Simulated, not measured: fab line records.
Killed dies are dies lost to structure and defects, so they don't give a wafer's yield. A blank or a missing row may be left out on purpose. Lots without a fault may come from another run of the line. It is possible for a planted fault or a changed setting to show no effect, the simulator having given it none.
Matching of chambers | flow sky130 | SKY_VIA1_ETCH_15 on rie_diel-02: 4 sister chambers
The step etches SiO2 in C4F8/O2/Ar, stops on TiN, target depth 351 nm, time 54 s. 8 wafers are shown with their chamber, then 7 later ones without.

WAFERS WITH THEIR CHAMBER
wafer  | chamber | oes_product_au (a.u.) | bias_w (W)
L083.3 | 3       | 0.995                 | 1208
L083.4 | 1       | 0.977                 | 1200
L086.2 | 2       | 0.969                 | 1197
L086.3 | 3       | 0.981                 | 1204
L090.1 | 1       | 0.984                 | 1203
L090.6 | 0       | 0.987                 | 1195
L091.2 | 0       | 0.977                 | 1200
L091.5 | 2       | 0.971                 | 1201

WAFERS WHOSE CHAMBER IS MISSING
wafer  | oes_product_au (a.u.) | bias_w (W)
L091.6 | 0.984                 | 1196
L094.1 | 0.984                 | 1191
L094.4 | 0.979                 | 1197
L094.5 | 0.975                 | 1200
L097.4 | 0.996                 | 1198
L097.5 | 0.986                 | 1196
L097.6 | 0.968                 | 1207

THE CHAMBER EACH PASSED THROUGH
wafer  | from the rows above               | in truth
L091.6 | can't be placed: 0 or 1 or 2      | 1
L094.1 | can't be placed: 0 or 2 or 1      | 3
L094.4 | can't be placed: 0 or 2 or 1      | 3
L094.5 | can't be placed: 2 or 1 or 0      | 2
L097.4 | can't be placed: 0 or 1 or 3 or 2 | 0
L097.5 | can't be placed: 0 or 1 or 2      | 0
L097.6 | can't be placed: 1 or 2 or 3 or 0 | 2
Correct placement for 0 of the 7. From these rows, 7 cannot be placed; in 5 the true chamber is one of the candidates. Wrongly placed: 0.
How it was worked out, from the rows above alone: a wafer's distance from a chamber is the root of the sum, over the readings, of the square of ((its reading less the chamber's mean) divided by the reading's scatter). The wafer belongs to the nearest chamber; if the next one is less than 2 further off, it can't be placed. A chamber's mean is the mean of its shown wafers. The scatter: take each reading less its chamber's mean, square it, sum over the shown wafers, divide by the number of wafers less the number of chambers, and take the root.
